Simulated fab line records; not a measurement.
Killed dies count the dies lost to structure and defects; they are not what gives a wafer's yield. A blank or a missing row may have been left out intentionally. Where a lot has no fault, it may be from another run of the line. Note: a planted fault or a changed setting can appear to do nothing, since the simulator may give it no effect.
Which of the tools did it? | flow sky130 | 13 lots, 39 wafers sampled, at 5 steps of a route of 708

== WHAT THE GAUGES SHOWED, per wafer ==
The record holds no reading of a measuring or inspecting step that can be judged against a usual standard deviation.

== WHICH TOOL RAN EACH LOT (tool, then ch and the chambers of the sampled wafers, then the start) ==
lot  | SKY_CAP2M_CLEAN_16             | SKY_METAL5_SPUTTER_00       | SKY_METAL5_SPUTTER_01       | SKY_PASSIVATION_CVD_00          | SKY_PAD_OPEN_PROBE_99
L786 | wetBench-04 ch 0, day 40 10:16 | pvdSputter-04, day 42 11:40 | pvdSputter-04, day 42 11:41 | pecvd-01 ch 0,1, day 43 11:47   | prober-02, day 45 08:15
L791 | wetBench-02 ch 0, day 45 01:34 | pvdSputter-03, day 46 22:08 | pvdSputter-03, day 46 22:10 | pecvd-02 ch 0,1, day 47 19:04   | prober-01, day 49 13:55
L792 | wetBench-02 ch 3, day 45 03:25 | pvdSputter-03, day 46 23:52 | pvdSputter-03, day 46 23:54 | pecvd-01 ch 1,2, day 47 20:27   | prober-02, day 49 16:12
L796 | wetBench-02 ch 1, day 45 03:43 | pvdSputter-03, day 47 00:20 | pvdSputter-03, day 47 00:22 | pecvd-01 ch 1,2, day 47 21:23   | prober-01, day 49 16:58
L795 | wetBench-04 ch 2, day 45 03:46 | pvdSputter-04, day 47 00:01 | pvdSputter-04, day 47 00:02 | pecvd-02 ch 0,1,2, day 47 21:21 | prober-01, day 49 16:15
L799 | wetBench-04 ch 3, day 45 06:52 | pvdSputter-03, day 47 04:01 | pvdSputter-03, day 47 04:02 | pecvd-01 ch 0,2, day 48 00:13   | prober-02, day 49 19:18
L798 | wetBench-03 ch 2, day 45 08:30 | pvdSputter-04, day 47 05:16 | pvdSputter-04, day 47 05:17 | pecvd-02 ch 0,1,2, day 48 02:45 | prober-02, day 49 20:57
L801 | wetBench-02 ch 3, day 45 09:34 | pvdSputter-01, day 47 05:11 | pvdSputter-01, day 47 05:13 | pecvd-03 ch 0,1, day 48 02:22   | prober-01, day 49 20:34
L803 | wetBench-03 ch 3, day 45 12:11 | pvdSputter-01, day 47 08:52 | pvdSputter-01, day 47 08:53 | pecvd-02 ch 0,1, day 48 05:58   | prober-01, day 50 01:04
L804 | wetBench-04 ch 0, day 45 18:09 | pvdSputter-04, day 47 13:55 | pvdSputter-04, day 47 13:56 | pecvd-03 ch 0,2, day 48 10:55   | prober-02, day 50 04:29
L805 | wetBench-04 ch 1, day 45 20:14 | pvdSputter-03, day 47 14:49 | pvdSputter-03, day 47 14:50 | pecvd-01 ch 0,1,2, day 48 12:47 | prober-01, day 50 05:49
L806 | wetBench-03 ch 2, day 45 22:02 | pvdSputter-04, day 47 17:19 | pvdSputter-04, day 47 17:20 | pecvd-01 ch 0,1, day 48 13:47   | prober-02, day 50 07:14
L807 | wetBench-03 ch 3, day 46 04:59 | pvdSputter-03, day 48 00:16 | pvdSputter-03, day 48 00:17 | pecvd-02 ch 0,2, day 48 21:52   | prober-01, day 50 13:04
- SKY_CAP2M_CLEAN_16: cleans in IPA, time 180 s.
- SKY_METAL5_SPUTTER_00: material Ti, target thk 15 nm, time 10 s.
- SKY_METAL5_SPUTTER_01: material TiN, target thk 20 nm, time 16.7 s.
- SKY_PASSIVATION_CVD_00: deposits SiO2, target thk 90 nm.
- SKY_PAD_OPEN_PROBE_99

== WHAT THE TOOLS THEMSELVES READ (means of the sampled wafers that have a number; where no wafer has one, the mark that the record gives instead) ==
SKY_METAL5_SPUTTER_00. Usual: throttleValvePct reads 30.1 % (standard deviation 1.1).
lot  | tool          | throttleValvePct (%) | flag
L786 | pvdSputter-04 | 29.6                 | 
L791 | pvdSputter-03 | 31.6                 | 
L792 | pvdSputter-03 | 30.9                 | 
L796 | pvdSputter-03 | 31.0                 | 
L795 | pvdSputter-04 | 29.6                 | 
L799 | pvdSputter-03 | 31.0                 | 
L798 | pvdSputter-04 | 29.1                 | 
L801 | pvdSputter-01 | 29.5                 | 
L803 | pvdSputter-01 | 28.7                 | 
L804 | pvdSputter-04 | 29.4                 | 
L805 | pvdSputter-03 | 30.9                 | 
L806 | pvdSputter-04 | 30.1                 | 
L807 | pvdSputter-03 | 31.0                 | 

SKY_METAL5_SPUTTER_01. Usual: throttleValvePct reads 30.2 % (standard deviation 1.1).
lot  | tool          | throttleValvePct (%) | flag
L786 | pvdSputter-04 | 29.7                 | 
L791 | pvdSputter-03 | 31.6                 | 
L792 | pvdSputter-03 | 31.0                 | 
L796 | pvdSputter-03 | 30.9                 | 
L795 | pvdSputter-04 | 29.8                 | 
L799 | pvdSputter-03 | 30.9                 | 
L798 | pvdSputter-04 | 29.1                 | 
L801 | pvdSputter-01 | 29.5                 | 
L803 | pvdSputter-01 | 28.9                 | 
L804 | pvdSputter-04 | 29.6                 | 
L805 | pvdSputter-03 | 30.9                 | 
L806 | pvdSputter-04 | 30.2                 | 
L807 | pvdSputter-03 | 30.9                 | 

SKY_PASSIVATION_CVD_00. Usual: heaterPowerW reads 667 W (standard deviation 100).
lot  | tool     | heaterPowerW (W) | flag
L786 | pecvd-01 | 708              | 
L791 | pecvd-02 | 536              | 
L792 | pecvd-01 | 693              | 
L796 | pecvd-01 | 660              | 
L795 | pecvd-02 | 598              | 
L799 | pecvd-01 | 806              | 
L798 | pecvd-02 | 613              | 
L801 | pecvd-03 | 611              | 
L803 | pecvd-02 | 631              | 
L804 | pecvd-03 | 668              | 
L805 | pecvd-01 | 708              | 
L806 | pecvd-01 | 762              | 
L807 | pecvd-02 | 643              | 

SKY_PAD_OPEN_PROBE_99. Usual: defectLimitedYield 82.8 %, standard deviation 2; killed_at_M0_to_M3 42, standard deviation 7.3; killed_at_M4_up 3.4, standard deviation 2; killedAtContacts 24, standard deviation 5.8; killedAtFrontEnd 15, standard deviation 4.6; killedAtOther 0.3, standard deviation 0.62; killedDies 84, standard deviation 9.8; killedOpen 47, standard deviation 6.9; killedShort 38, standard deviation 6.3; sort_bin_3_pad_short 0.8 %, standard deviation 0.38; sort_bin_5_function 10.2 %, standard deviation 1.5; sort_bin_6_memory 6.2 %, standard deviation 1.1; sort_bin_8_speed 0.00 %, standard deviation 0.017; sortNPass 408, standard deviation 9.8; sortYieldPct 82.8 %, standard deviation 2.
lot  | tool      | defectLimitedYield (%) | killed_at_M0_to_M3 | killed_at_M4_up | killedAtContacts | killedAtFrontEnd | killedAtOther | killedDies | killedOpen | killedShort | sort_bin_3_pad_short (%) | sort_bin_5_function (%) | sort_bin_6_memory (%) | sort_bin_8_speed (%) | sortNPass | sortYieldPct (%) | flag
L786 | prober-02 | 83.1                   | 46                 | 2.3             | 22               | 12               | 0.7           | 83         | 45         | 38          | 0.9                      | 8.9                     | 7.1                   | 0.00                 | 409       | 83.1             | 
L791 | prober-01 | 82.3                   | 41                 | 3.7             | 28               | 15               | 0.3           | 87         | 48         | 39          | 0.8                      | 11.2                    | 5.7                   | 0.00                 | 405       | 82.3             | 
L792 | prober-02 | 85.2                   | 33                 | 3.0             | 19               | 18               | 0.0           | 73         | 37         | 36          | 0.9                      | 7.2                     | 6.6                   | 0.07                 | 419       | 85.2             | OFF
L796 | prober-01 | 81.4                   | 43                 | 2.7             | 21               | 15               | 10.3          | 92         | 45         | 37          | 1.1                      | 11.6                    | 6.0                   | 0.00                 | 400       | 81.4             | OFF
L795 | prober-01 | 83.5                   | 37                 | 2.0             | 30               | 12               | 0.0           | 81         | 48         | 33          | 0.7                      | 10.0                    | 5.9                   | 0.00                 | 411       | 83.5             | 
L799 | prober-02 | 82.1                   | 47                 | 2.3             | 25               | 12               | 1.0           | 88         | 54         | 34          | 0.9                      | 10.0                    | 7.0                   | 0.00                 | 404       | 82.1             | 
L798 | prober-02 | 82.5                   | 46                 | 3.7             | 22               | 14               | 0.0           | 86         | 49         | 37          | 0.9                      | 10.6                    | 5.9                   | 0.00                 | 406       | 82.5             | 
L801 | prober-01 | 81.0                   | 46                 | 2.0             | 29               | 16               | 0.3           | 94         | 50         | 44          | 0.5                      | 11.0                    | 7.6                   | 0.00                 | 398       | 81.0             | 
L803 | prober-01 | 80.9                   | 48                 | 3.3             | 26               | 17               | 0.0           | 94         | 53         | 41          | 0.7                      | 11.1                    | 7.4                   | 0.00                 | 398       | 80.9             | 
L804 | prober-02 | 83.5                   | 42                 | 5.3             | 23               | 11               | 0.0           | 81         | 46         | 35          | 1.0                      | 10.3                    | 5.2                   | 0.00                 | 411       | 83.5             | 
L805 | prober-01 | 83.9                   | 38                 | 3.0             | 27               | 12               | 0.0           | 79         | 43         | 36          | 0.7                      | 8.9                     | 6.5                   | 0.00                 | 413       | 83.9             | 
L806 | prober-02 | 82.5                   | 49                 | 8.0             | 19               | 9                | 0.0           | 86         | 50         | 36          | 0.5                      | 11.9                    | 5.1                   | 0.00                 | 406       | 82.5             | 
L807 | prober-01 | 82.5                   | 43                 | 3.3             | 22               | 16               | 0.7           | 86         | 51         | 35          | 0.6                      | 10.8                    | 6.1                   | 0.00                 | 406       | 82.5             | 

== THE ANSWER, worked out from the rows above alone ==
Rule: lot off if the mean of its wafers having a number is beyond 3 standard deviations from the usual mean. Also off: a lot with no number at a reading for which 4 or more lots have one. Any other lot the step has rows for is counted as sound. Order of review: gauges by route order, followed by the tools' own readings, for which a lot's mean as printed above is used. At the first step where some lot is off, the reading lying furthest off is the one used; lots without a number count as furthest.
Off, at SKY_PAD_OPEN_PROBE_99 on killedAtOther: L796.
If a tool, at that step or one of the process steps before it, ran each lot that is off and ran no sound lot following the first of them, it fits. Of those tried, none fits.

== WHAT WAS PUT IN BY THE SIMULATOR ==
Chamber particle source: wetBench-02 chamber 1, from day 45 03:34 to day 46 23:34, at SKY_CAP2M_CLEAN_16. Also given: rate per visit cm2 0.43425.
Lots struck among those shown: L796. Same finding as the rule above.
